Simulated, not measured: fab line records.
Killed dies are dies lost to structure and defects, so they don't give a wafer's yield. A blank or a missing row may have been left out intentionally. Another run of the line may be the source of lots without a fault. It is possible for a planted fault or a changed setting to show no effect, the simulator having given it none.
fab line records	flow gf180mcu
record: lots: 24	wafers: 72	last-day: 34
route steps=602 shown CONTACT@305 V1@356 M2@365 V3@431 M4@472 TOP_METAL@572
lots that met no fault: taken from a fault-free run of the same line
start-h: hours from the record's opening day to when the first of the lot's shown wafers began	wait-h: how many hours have passed since the lot's step before this one	" unchanged from the row above	L1.1+2: a single row standing in for several wafers	- no value, or no start was given	* or withheld: withheld	< > ~ a bound
route shown NAME@n: NAME is a module with steps in the file, n the number in the route of the first one	usual: average and standard deviation across the fault-free wafers	same: alike in all rows	chamber/n: place in a boat	sites: readings site by site	_std_site: standard deviation of those values	_edge_site: inner sites' mean taken away from outer sites' mean	radius-mm: how far each site lies from the wafer's centre	mask NAME#n: copy n	behind: tool/chamber where the wafer was last shaped	hold: what put the lot on hold/how long, in hours/how the hold closed	device: whichever transistor did not switch (one of n, p or np)	end of line: the route-end tests of the same wafers	for a step that has no rows: nothing shown but its recipe	killed: dies that structure and defects cost at the first sort, which is not the same as the wafer's yield	map: a wafer's dies, x killed, . not, _ none there
set.NAME: the run value of the setting; set.NAME@STEP: its run value at that earlier step	model.NAME: the simulator's own value behind a step, which no gauge read
steps of the route over a sample of lots; a table a step, a row a wafer
services: a tool's chamber out of use, with start hour (start-h, from the record's first day; less than 0 if before it), hours out, and reason
== steps ==
step: GF_CONTACT_STRIP_18
recipe: chemistry: O2/N2	power-w: 1400	pressure-mtorr: 1500	platen-temp-c: 250	o2-flow-sccm: 3000	n2-flow-sccm: 300	overash-fraction: 0.5
usual: drypump-motor-current-A: 6.00/0.26	heater-power-w: 363/13	o2-flow-sccm: 3001/9.1	oes-product-au: 0.580/0.0059
lot.wafer	tool	chamber	start-h	wait-h	drypump-motor-current-A	heater-power-w	o2-flow-sccm	oes-product-au	rf-hours-counter-h
L074.3	plasma-asher-01	1	362.47	-	6.28	353	2990	0.584	-
L074.4	"	0	"	"	5.97	380	2995	0.578	-
L074.6	"	0	"	"	5.97	371	2996	0.583	-
L075.2	plasma-asher-01	1	368.97	-	6.29	355	3010	0.587	75
L075.4	"	1	"	"	6.28	364	3002	0.585	-
L075.5	"	1	"	"	6.29	367	2999	0.570	-
L076.4	plasma-asher-04	1	379.87	-	5.58	358	3007	0.580	-
L076.5	"	1	"	"	5.57	360	3012	0.580	-
L076.6	"	0	"	"	6.13	394	3009	0.577	-
L077.3	plasma-asher-03	1	381.70	-	6.22	356	3016	0.577	-
L077.4	"	0	"	"	5.72	358	3005	0.583	-
L077.6	"	1	"	"	6.27	360	2998	0.578	-
L078.1	plasma-asher-03	0	393.69	-	5.72	361	3004	0.570	52
L078.2	"	1	"	"	6.27	352	3010	0.576	52
L078.4	"	1	"	"	6.31	350	3007	0.573	-
L079.1	plasma-asher-03	0	408.52	-	5.72	354	3010	0.574	53
L079.3	"	0	"	"	5.73	356	3014	0.579	-
L079.4	"	1	"	"	6.31	352	3007	0.575	-
L080.2	plasma-asher-04	1	416.34	-	5.59	360	3018	0.582	32
L080.4	"	0	"	"	6.13	377	2995	0.585	-
L080.5	"	0	"	"	6.13	392	2993	0.588	-
L081.1	plasma-asher-03	0	422.57	-	5.73	350	3006	0.575	55
L081.5	"	0	"	"	5.72	360	3005	0.588	-
L081.6	"	1	"	"	6.25	346	3014	0.583	-
L082.1	plasma-asher-04	0	434.14	-	6.13	388	2983	0.573	34
L082.2	"	1	"	"	5.58	362	2989	0.577	34
L082.6	"	0	"	"	6.16	385	2986	0.571	-
L083.2	plasma-asher-04	0	444.04	-	6.13	391	3009	0.591	35
L083.3	"	1	"	"	5.60	364	3008	0.580	-
L083.5	"	0	"	"	6.11	386	3005	0.578	-
L084.1	plasma-asher-03	0	451.39	-	5.74	366	2994	0.586	58
L084.3	"	0	"	"	5.75	355	3005	0.580	-
L084.4	"	1	"	"	6.28	352	3003	0.570	-
L086.3	plasma-asher-04	0	468.35	-	6.12	382	2989	0.584	-
L086.5	"	1	"	"	5.59	359	2999	0.576	-
L086.6	"	0	"	"	6.13	384	2994	0.587	-
L085.1	plasma-asher-03	0	469.54	-	5.73	357	2989	0.576	61
L085.2	"	1	"	"	6.27	351	2995	0.583	61
L085.4	"	1	"	"	6.23	359	2990	0.586	-
L087.1	plasma-asher-04	1	479.74	-	5.58	369	2993	0.592	40
L087.3	"	1	"	"	5.57	361	2993	0.571	-
L087.5	"	1	"	"	5.59	362	2992	0.573	-
L088.3	plasma-asher-01	0	489.00	-	5.97	361	3012	0.573	-
L088.4	"	1	"	"	6.26	355	2986	0.574	-
L088.5	"	1	"	"	6.28	345	2996	0.579	-
L089.2	plasma-asher-03	0	504.69	-	5.73	357	3001	0.570	65
L089.3	"	1	"	"	6.28	355	3007	0.577	-
L089.6	"	1	"	"	6.30	352	3004	0.583	-
L090.2	plasma-asher-01	1	514.69	-	6.29	351	2998	0.576	5
L090.4	"	1	"	"	6.30	356	3017	0.588	-
L090.6	"	1	"	"	6.30	346	3006	0.578	-
L091.1	plasma-asher-01	1	524.76	-	6.27	355	2986	0.581	6
L091.2	"	0	"	"	5.99	358	3005	0.581	6
L091.5	"	0	"	"	5.96	361	3001	0.582	-
L092.1	plasma-asher-01	0	525.29	-	5.97	369	2993	0.588	6
L092.3	"	1	"	"	6.28	357	3001	0.585	-
L092.5	"	0	"	"	5.98	360	2993	0.582	-
L093.2	plasma-asher-04	1	527.28	-	5.57	354	3003	0.588	46
L093.3	"	0	"	"	6.14	373	3005	0.571	-
L093.5	"	0	"	"	6.12	387	3018	0.592	-
L094.2	plasma-asher-03	0	536.94	-	5.71	359	2998	0.588	68
L094.4	"	0	"	"	5.70	368	3006	0.581	-
L094.5	"	0	"	"	5.72	342	3014	0.577	-
L095.1	plasma-asher-04	1	545.09	-	5.59	357	3000	0.581	48
L095.3	"	1	"	"	5.59	363	3002	0.576	-
L095.5	"	0	"	"	6.12	387	3006	0.582	-
L096.2	plasma-asher-01	1	555.69	-	6.26	348	3012	0.577	9
L096.3	"	0	"	"	5.99	360	3000	0.581	-
L096.5	"	1	"	"	6.27	354	3011	0.579	-
L097.1	plasma-asher-01	0	559.54	-	5.99	368	3005	0.582	9
L097.5	"	0	"	"	5.98	361	2988	0.589	-
L097.6	"	1	"	"	6.29	349	3019	0.579	-
step: GF_V1_SPUTTER_21
recipe: material: Ti	target-thk-nm: 15	chamber-pressure-pa: 5	power-w: 2500	substrate-temp-c: 200	time-s: 80.02
usual: throttle-valve-pct: 30.3/0.92
lot.wafer	tool	chamber	start-h	wait-h	throttle-valve-pct
L074.3	pvd-sputter-03	-	410.37	0.0	29.0
L074.4	"	-	"	"	30.4
L074.6	"	-	"	"	31.5
L075.2	pvd-sputter-03	-	419.18	0.0	30.3
L075.4	"	-	"	"	29.3
L075.5	"	-	"	"	31.4
L076.4	pvd-sputter-02	-	429.87	0.0	30.6
L076.5	"	-	"	"	30.3
L076.6	"	-	"	"	31.2
L077.3	pvd-sputter-01	-	432.09	0.0	30.4
L077.4	"	-	"	"	30.1
L077.6	"	-	"	"	30.2
L078.1	pvd-sputter-03	-	445.92	0.0	31.6
L078.2	"	-	"	"	28.9
L078.4	"	-	"	"	29.2
L079.1	pvd-sputter-03	-	460.50	0.0	30.4
L079.3	"	-	"	"	29.7
L079.4	"	-	"	"	31.4
L080.2	pvd-sputter-02	-	467.48	0.0	29.8
L080.4	"	-	"	"	31.2
L080.5	"	-	"	"	29.5
L081.1	pvd-sputter-03	-	473.69	0.0	30.4
L081.5	"	-	"	"	31.8
L081.6	"	-	"	"	29.0
L082.1	pvd-sputter-03	-	485.86	0.0	29.5
L082.2	"	-	"	"	30.4
L082.6	"	-	"	"	28.9
L083.2	pvd-sputter-03	-	495.19	0.0	29.4
L083.3	"	-	"	"	29.9
L083.5	"	-	"	"	29.4
L084.1	pvd-sputter-02	-	502.64	0.0	31.4
L084.3	"	-	"	"	30.4
L084.4	"	-	"	"	30.7
L086.3	pvd-sputter-03	-	519.17	0.0	30.2
L086.5	"	-	"	"	31.7
L086.6	"	-	"	"	29.0
L085.1	pvd-sputter-03	-	520.64	0.0	28.7
L085.2	"	-	"	"	29.2
L085.4	"	-	"	"	30.1
L087.1	pvd-sputter-02	-	530.17	0.0	31.4
L087.3	"	-	"	"	29.5
L087.5	"	-	"	"	31.3
L088.3	pvd-sputter-03	-	539.26	0.0	29.8
L088.4	"	-	"	"	29.0
L088.5	"	-	"	"	29.0
L089.2	pvd-sputter-02	-	552.94	0.0	29.5
L089.3	"	-	"	"	30.6
L089.6	"	-	"	"	29.7
L090.2	pvd-sputter-02	-	563.68	0.0	30.8
L090.4	"	-	"	"	30.5
L090.6	"	-	"	"	31.5
L091.1	pvd-sputter-02	-	573.28	0.0	29.4
L091.2	"	-	"	"	31.4
L091.5	"	-	"	"	30.6
L092.1	pvd-sputter-03	-	574.23	0.0	29.2
L092.3	"	-	"	"	28.9
L092.5	"	-	"	"	31.8
L093.2	pvd-sputter-02	-	575.53	0.0	29.4
L093.3	"	-	"	"	30.6
L093.5	"	-	"	"	31.5
L094.2	pvd-sputter-01	-	585.52	0.0	31.0
L094.4	"	-	"	"	29.9
L094.5	"	-	"	"	30.1
L095.1	pvd-sputter-02	-	591.50	0.0	29.6
L095.3	"	-	"	"	30.3
L095.5	"	-	"	"	31.5
L096.2	pvd-sputter-02	-	602.18	0.0	30.2
L096.3	"	-	"	"	30.7
L096.5	"	-	"	"	31.8
L097.1	pvd-sputter-01	-	605.63	0.0	30.0
L097.5	"	-	"	"	30.4
L097.6	"	-	"	"	30.2
step: GF_M2_SPUTTER_03
recipe: material: Ti	target-thk-nm: 10	substrate-temp-c: 300	chamber-pressure-pa: 0.3	power-w: 3000	time-s: 6.7
usual: throttle-valve-pct: 30.3/0.89
lot.wafer	tool	chamber	start-h	wait-h	throttle-valve-pct
L074.3	pvd-sputter-01	-	411.22	0.0	30.2
L074.4	"	-	"	"	29.9
L074.6	"	-	"	"	30.1
L075.2	pvd-sputter-04	-	420.03	0.0	29.5
L075.4	"	-	"	"	30.2
L075.5	"	-	"	"	29.9
L076.4	pvd-sputter-03	-	430.72	0.0	30.4
L076.5	"	-	"	"	31.5
L076.6	"	-	"	"	29.1
L077.3	pvd-sputter-03	-	432.94	0.0	31.6
L077.4	"	-	"	"	29.4
L077.6	"	-	"	"	31.5
L078.1	pvd-sputter-01	-	446.77	0.0	30.2
L078.2	"	-	"	"	30.0
L078.4	"	-	"	"	31.2
L079.1	pvd-sputter-01	-	461.37	0.0	30.2
L079.3	"	-	"	"	31.4
L079.4	"	-	"	"	30.3
L080.2	pvd-sputter-04	-	468.33	0.0	29.5
L080.4	"	-	"	"	30.3
L080.5	"	-	"	"	30.0
L081.1	pvd-sputter-04	-	474.54	0.0	29.6
L081.5	"	-	"	"	31.4
L081.6	"	-	"	"	29.2
L082.1	pvd-sputter-04	-	486.72	0.0	30.2
L082.2	"	-	"	"	29.2
L082.6	"	-	"	"	31.7
L083.2	pvd-sputter-04	-	496.04	0.0	31.6
L083.3	"	-	"	"	29.3
L083.5	"	-	"	"	30.2
L084.1	pvd-sputter-04	-	503.49	0.0	29.6
L084.3	"	-	"	"	29.6
L084.4	"	-	"	"	32.0
L086.3	pvd-sputter-01	-	520.02	0.0	30.2
L086.5	"	-	"	"	31.1
L086.6	"	-	"	"	30.0
L085.1	pvd-sputter-04	-	521.49	0.0	30.5
L085.2	"	-	"	"	29.4
L085.4	"	-	"	"	29.5
L087.1	pvd-sputter-01	-	531.03	0.0	30.1
L087.3	"	-	"	"	31.1
L087.5	"	-	"	"	30.7
L088.3	pvd-sputter-01	-	540.12	0.0	30.2
L088.4	"	-	"	"	29.8
L088.5	"	-	"	"	30.1
L089.2	pvd-sputter-04	-	553.80	0.0	29.2
L089.3	"	-	"	"	31.6
L089.6	"	-	"	"	30.4
L090.2	pvd-sputter-04	-	564.53	0.0	30.0
L090.4	"	-	"	"	29.3
L090.6	"	-	"	"	29.3
L091.1	pvd-sputter-01	-	574.36	0.0	30.1
L091.2	"	-	"	"	30.5
L091.5	"	-	"	"	30.4
L092.1	pvd-sputter-04	-	575.09	0.0	29.2
L092.3	"	-	"	"	31.4
L092.5	"	-	"	"	29.3
L093.2	pvd-sputter-01	-	576.39	0.0	30.0
L093.3	"	-	"	"	30.3
L093.5	"	-	"	"	31.2
L094.2	pvd-sputter-04	-	586.37	0.0	30.4
L094.4	"	-	"	"	29.4
L094.5	"	-	"	"	32.0
L095.1	pvd-sputter-03	-	592.36	0.0	31.6
L095.3	"	-	"	"	28.8
L095.5	"	-	"	"	31.4
L096.2	pvd-sputter-03	-	603.04	0.0	29.4
L096.3	"	-	"	"	30.4
L096.5	"	-	"	"	31.7
L097.1	pvd-sputter-03	-	606.48	0.0	29.0
L097.5	"	-	"	"	30.0
L097.6	"	-	"	"	29.0
step: GF_V3_CVD_02
recipe: material: SiO2	target-thk-nm: 850	precursor: TEOS	temp-c: 400	time-s: 94.851	rf-w: 600
usual: heater-power-w: 677/93
lot.wafer	tool	chamber	start-h	wait-h	heater-power-w
L074.3	pecvd-02	1	486.35	0.0	744
L074.4	"	0	"	"	584
L074.6	"	1	"	"	769
L075.2	pecvd-02	1	497.30	0.0	707
L075.4	"	1	"	"	747
L075.5	"	2	"	"	472
L076.4	pecvd-02	1	507.23	0.1	636
L076.5	"	0	"	"	608
L076.6	"	2	"	"	546
L077.3	pecvd-03	0	509.55	0.0	685
L077.4	"	0	"	"	766
L077.6	"	2	"	"	640
L078.1	pecvd-03	2	522.73	0.1	694
L078.2	"	0	"	"	798
L078.4	"	1	"	"	636
L079.1	pecvd-03	2	535.43	0.1	609
L079.3	"	0	"	"	821
L079.4	"	0	"	"	626
L080.2	pecvd-02	2	541.70	0.0	537
L080.4	"	0	"	"	625
L080.5	"	1	"	"	729
L081.1	pecvd-04	0	548.27	0.1	888
L081.5	"	0	"	"	751
L081.6	"	2	"	"	870
L082.1	pecvd-02	1	559.17	0.1	781
L082.2	"	2	"	"	613
L082.6	"	2	"	"	480
L083.2	pecvd-03	2	568.27	0.0	692
L083.3	"	0	"	"	714
L083.5	"	2	"	"	702
L084.1	pecvd-04	1	575.40	0.1	743
L084.3	"	2	"	"	775
L084.4	"	0	"	"	861
L086.3	pecvd-02	1	590.08	0.0	656
L086.5	"	0	"	"	575
L086.6	"	1	"	"	709
L085.1	pecvd-03	2	591.28	0.1	702
L085.2	"	1	"	"	655
L085.4	"	2	"	"	706
L087.1	pecvd-02	0	600.76	0.1	593
L087.3	"	1	"	"	793
L087.5	"	1	"	"	649
L088.3	pecvd-04	2	609.61	0.0	714
L088.4	"	0	"	"	696
L088.5	"	2	"	"	766
L089.2	pecvd-03	0	622.13	0.0	700
L089.3	"	2	"	"	691
L089.6	"	2	"	"	715
L090.2	pecvd-03	1	631.29	0.0	706
L090.4	"	2	"	"	693
L090.6	"	0	"	"	810
L091.1	pecvd-04	1	639.58	0.1	693
L091.2	"	2	"	"	766
L091.5	"	1	"	"	721
L092.1	pecvd-03	0	640.82	0.1	741
L092.3	"	1	"	"	635
L092.5	"	0	"	"	762
L093.2	pecvd-03	2	642.07	0.0	703
L093.3	"	1	"	"	608
L093.5	"	1	"	"	648
L094.2	pecvd-04	2	651.70	0.0	802
L094.4	"	2	"	"	639
L094.5	"	0	"	"	685
L095.1	pecvd-04	2	658.33	0.1	823
L095.3	"	1	"	"	713
L095.5	"	0	"	"	715
L096.2	pecvd-03	2	668.04	0.0	594
L096.3	"	0	"	"	790
L096.5	"	2	"	"	649
L097.1	pecvd-02	1	670.59	0.1	821
L097.5	"	1	"	"	644
L097.6	"	2	"	"	594
step: GF_M4_METAL_ETCH_16
recipe: chemistry: Cl2/BCl3	mask-material: KrF	target-depth-nm: 750.8	stop-on: SiO2	pressure-mtorr: 8	icp-w: 800	bias-w: 140	Cl2_flow_sccm: 80	bcl3-flow-sccm: 40	time-s: 125.1
usual: bias-w: 140.0/0.4	drypump-motor-current-A: 5.9/0.52	mfc-cl2-sccm: 79.99/0.23	oes-product-au: 0.990/0.0063	throttle-valve-pct: 28.230/0.011
lot.wafer	tool	chamber	start-h	wait-h	bias-w	drypump-motor-current-A	mfc-cl2-sccm	oes-product-au	rf-hours-counter-h	throttle-valve-pct
L074.3	rie-metal-04	0	535.52	0.1	139.4	6.2	79.59	0.989	-	28.220
L074.4	"	1	"	"	139.8	5.3	79.90	0.981	-	28.227
L074.6	"	1	"	"	139.3	5.3	79.81	1.001	-	28.232
L075.2	rie-metal-03	1	545.35	0.0	140.7	6.7	80.01	0.995	2	28.236
L075.4	"	1	"	"	140.1	6.7	80.42	0.997	-	28.225
L075.5	"	0	"	"	140.0	5.8	80.03	0.989	-	28.229
L076.4	rie-metal-03	0	555.45	0.1	139.8	5.8	79.87	0.970	-	28.241
L076.5	"	0	"	"	139.8	5.8	80.22	0.981	-	28.240
L076.6	"	1	"	"	140.0	6.7	80.16	0.997	-	28.219
L077.3	rie-metal-01	0	556.66	0.1	140.2	5.8	79.86	0.992	-	28.226
L077.4	"	1	"	"	140.3	5.2	80.00	0.987	-	28.232
L077.6	"	1	"	"	139.8	5.2	80.28	0.999	-	28.231
L078.1	rie-metal-04	1	569.57	0.0	139.4	5.3	79.75	0.995	15	28.246
L078.2	"	0	"	"	140.0	6.1	80.10	0.988	10	28.222
L078.4	"	0	"	"	140.4	6.2	79.77	0.991	-	28.224
L079.1	rie-metal-03	0	581.57	0.0	140.3	5.8	80.06	0.987	6	28.247
L079.3	"	1	"	"	139.9	6.7	79.83	0.986	-	28.248
L079.4	"	0	"	"	140.4	5.8	79.68	0.979	-	28.247
L080.2	rie-metal-03	0	588.30	0.0	140.4	5.8	80.24	0.985	7	28.241
L080.4	"	0	"	"	140.3	5.8	80.00	0.989	-	28.237
L080.5	"	0	"	"	140.0	5.8	80.22	0.996	-	28.229
L081.1	rie-metal-03	0	593.87	0.0	139.5	5.8	80.15	0.990	7	28.225
L081.5	"	1	"	"	140.6	6.7	80.17	0.992	-	28.217
L081.6	"	0	"	"	140.2	5.8	80.13	0.994	-	28.237
L082.1	rie-metal-04	0	604.35	0.0	139.7	6.2	79.85	0.981	11	28.242
L082.2	"	1	"	"	140.4	5.3	79.64	0.998	0	28.234
L082.6	"	1	"	"	140.3	5.3	80.04	0.993	-	28.219
L083.2	rie-metal-01	1	612.27	0.0	140.4	5.2	79.66	0.994	2	28.217
L083.3	"	1	"	"	140.5	5.2	80.06	0.995	-	28.215
L083.5	"	1	"	"	140.4	5.2	79.76	0.997	-	28.225
L084.1	rie-metal-04	0	620.27	0.0	140.4	6.2	80.05	0.997	12	28.229
L084.3	"	1	"	"	140.1	5.3	79.78	0.994	-	28.234
L084.4	"	0	"	"	140.5	6.2	79.86	0.988	-	28.219
L086.3	rie-metal-04	1	633.62	0.1	140.0	5.3	79.70	0.987	-	28.204
L086.5	"	1	"	"	139.8	5.3	79.68	0.989	-	28.225
L086.6	"	0	"	"	139.2	6.2	80.53	0.999	-	28.235
L085.1	rie-metal-03	1	635.60	0.0	140.2	6.7	79.50	0.988	4	28.227
L085.2	"	0	"	"	139.6	5.8	80.28	0.982	8	28.242
L085.4	"	1	"	"	140.5	6.8	80.08	0.994	-	28.234
L087.1	rie-metal-03	0	643.72	0.0	140.5	5.8	80.70	0.985	8	28.226
L087.3	"	1	"	"	139.9	6.7	80.16	0.984	-	28.208
L087.5	"	1	"	"	140.0	6.7	80.04	0.993	-	28.219
L088.3	rie-metal-03	1	651.76	0.1	140.0	6.7	79.90	0.989	-	28.211
L088.4	"	0	"	"	139.8	5.8	79.93	0.991	-	28.233
L088.5	"	0	"	"	140.6	5.8	79.99	0.984	-	28.235
L089.2	rie-metal-03	0	664.17	0.0	140.0	5.8	79.68	0.978	9	28.239
L089.3	"	1	"	"	139.7	6.7	80.09	0.989	-	28.224
L089.6	"	0	"	"	140.7	5.8	79.84	0.982	-	28.247
L090.2	rie-metal-04	0	672.52	0.0	140.0	6.2	79.93	0.975	14	28.250
L090.4	"	1	"	"	140.1	5.3	79.99	0.988	-	28.236
L090.6	"	0	"	"	140.0	6.2	79.98	0.988	-	28.235
L091.1	rie-metal-03	1	680.90	0.0	139.6	6.7	80.23	0.987	6	28.248
L091.2	"	0	"	"	140.0	5.8	80.00	0.988	10	28.225
L091.5	"	0	"	"	140.0	5.8	80.01	0.983	-	28.237
L092.1	rie-metal-04	1	681.17	0.0	139.4	5.3	79.77	1.000	3	28.239
L092.3	"	1	"	"	140.3	5.3	80.25	0.996	-	28.241
L092.5	"	0	"	"	139.9	6.2	79.84	0.990	-	28.225
L093.2	rie-metal-01	1	682.84	0.0	139.9	5.2	79.58	0.994	5	28.226
L093.3	"	1	"	"	140.1	5.2	80.05	0.996	-	28.231
L093.5	"	0	"	"	139.5	5.8	79.90	0.997	-	28.223
L094.2	rie-metal-04	0	692.07	0.0	140.4	6.2	80.33	0.983	15	28.204
L094.4	"	0	"	"	140.7	6.2	80.15	0.988	-	28.221
L094.5	"	0	"	"	140.1	6.2	80.22	0.989	-	28.236
L095.1	rie-metal-01	1	697.27	0.0	141.0	5.2	80.19	0.997	5	28.231
L095.3	"	0	"	"	140.3	5.7	79.73	0.994	-	28.226
L095.5	"	1	"	"	140.3	5.2	80.20	1.005	-	28.233
L096.2	rie-metal-04	1	707.57	0.0	139.3	5.3	79.93	0.993	4	28.229
L096.3	"	1	"	"	139.4	5.3	79.86	0.984	-	28.244
L096.5	"	0	"	"	141.1	6.2	79.97	0.988	-	28.234
L097.1	rie-metal-01	1	709.42	0.0	139.7	5.2	79.81	1.002	6	28.218
L097.5	"	1	"	"	139.5	5.3	79.93	0.998	-	28.219
L097.6	"	0	"	"	140.2	5.8	79.82	0.989	-	28.231
step: GF_TOP_METAL_RS_MEAS_05
recipe: thk-meas-gauge: four-point-probe	reads: TiN_of_TOP_METAL_SPUTTER_04+Ti_of_TOP_METAL_SPUTTER_03+AlCu_of_TOP_METAL_SPUTTER_02+TiN_of_TOP_METAL_SPUTTER_01+Ti_of_TOP_METAL_SPUTTER_00
usual: TOP_METAL_ALCU_RS: 0.0327/0.00041
lot.wafer	tool	chamber	start-h	wait-h	TOP_METAL_ALCU_RS[ohm/sq]
L074.3	film-metro-03	-	628.39	0.1	0.0333
L074.4	"	-	"	"	0.0339
L074.6	"	-	"	"	0.0330
L075.2	film-metro-04	-	636.71	0.0	0.0323
L075.4	"	-	"	"	0.0327
L075.5	"	-	"	"	0.0323
L076.4	film-metro-02	-	646.16	0.1	0.0329
L076.5	"	-	"	"	0.0327
L076.6	"	-	"	"	0.0329
L077.3	film-metro-02	-	647.74	0.1	0.0332
L077.4	"	-	"	"	0.0329
L077.6	"	-	"	"	0.0331
L078.1	film-metro-04	-	659.62	0.0	0.0324
L078.2	"	-	"	"	0.0324
L078.4	"	-	"	"	0.0325
L079.1	film-metro-02	-	669.82	0.0	0.0321
L079.3	"	-	"	"	0.0322
L079.4	"	-	"	"	0.0321
L080.2	film-metro-03	-	674.56	0.0	0.0329
L080.4	"	-	"	"	0.0330
L080.5	"	-	"	"	0.0332
L081.1	film-metro-03	-	679.95	0.0	0.0325
L081.5	"	-	"	"	0.0326
L081.6	"	-	"	"	0.0321
L082.1	film-metro-03	-	689.70	0.0	0.0329
L082.2	"	-	"	"	0.0326
L082.6	"	-	"	"	0.0329
L083.2	film-metro-03	-	697.60	0.0	0.0324
L083.3	"	-	"	"	0.0322
L083.5	"	-	"	"	0.0323
L084.1	film-metro-04	-	703.20	0.0	0.0335
L084.3	"	-	"	"	0.0331
L084.4	"	-	"	"	0.0330
L086.3	film-metro-03	-	715.84	0.1	0.0322
L086.5	"	-	"	"	0.0325
L086.6	"	-	"	"	0.0325
L085.1	film-metro-03	-	717.68	0.0	0.0334
L085.2	"	-	"	"	0.0330
L085.4	"	-	"	"	0.0332
L087.1	film-metro-02	-	726.47	0.0	0.0330
L087.3	"	-	"	"	0.0329
L087.5	"	-	"	"	0.0330
L088.3	film-metro-04	-	731.87	0.1	0.0331
L088.4	"	-	"	"	0.0325
L088.5	"	-	"	"	0.0327
L089.2	film-metro-03	-	744.03	0.0	0.0324
L089.3	"	-	"	"	0.0322
L089.6	"	-	"	"	0.0325
L090.2	film-metro-03	-	752.06	0.0	0.0324
L090.4	"	-	"	"	0.0323
L090.6	"	-	"	"	0.0323
L091.1	film-metro-04	-	757.34	0.0	0.0326
L091.2	"	-	"	"	0.0324
L091.5	"	-	"	"	0.0322
L092.1	film-metro-03	-	758.52	0.0	0.0318
L092.3	"	-	"	"	0.0325
L092.5	"	-	"	"	0.0325
L093.2	film-metro-03	-	760.35	0.0	0.0331
L093.3	"	-	"	"	0.0333
L093.5	"	-	"	"	0.0333
L094.2	film-metro-03	-	767.58	0.0	0.0330
L094.4	"	-	"	"	0.0333
L094.5	"	-	"	"	0.0334
L095.1	film-metro-04	-	772.50	0.0	0.0329
L095.3	"	-	"	"	0.0325
L095.5	"	-	"	"	0.0332
L096.2	film-metro-04	-	780.96	0.0	0.0328
L096.3	"	-	"	"	0.0325
L096.5	"	-	"	"	0.0322
L097.1	film-metro-03	-	783.48	0.0	0.0328
L097.5	"	-	"	"	0.0328
L097.6	"	-	"	"	0.0327
== services ==
tool	chamber	start-h	hours	kind
plasma-asher-03	-	339.17	28.1	pm
pvd-sputter-04	-	386.68	2.0	repair
rie-metal-03	0	400.39	10.4	repair
rie-metal-04	-	402.27	2.8	pm
pvd-sputter-04	-	426.70	10.7	repair
pecvd-03	1	433.13	12.7	repair
pvd-sputter-04	-	448.01	8.4	repair
pvd-sputter-01	-	455.62	0.8	repair
rie-metal-03	-	459.06	1.4	pm
pecvd-03	-	468.85	2.8	pm
pvd-sputter-01	-	469.35	1.5	repair
pvd-sputter-02	-	478.27	0.5	repair
rie-metal-03	-	484.34	2.8	pm
pecvd-03	0	498.05	4.2	repair
pecvd-03	1	499.11	1.9	repair
pecvd-03	-	509.82	6.0	pm
rie-metal-04	0	518.02	6.3	repair
pvd-sputter-03	-	555.49	9.7	repair
pecvd-03	0	569.63	5.5	repair
pvd-sputter-04	-	597.00	2.8	repair
rie-metal-03	0	602.68	6.2	repair
rie-metal-04	-	661.41	4.2	repair
pvd-sputter-03	-	685.73	1.3	repair
pvd-sputter-03	-	698.30	1.2	repair
== key ==
fault none
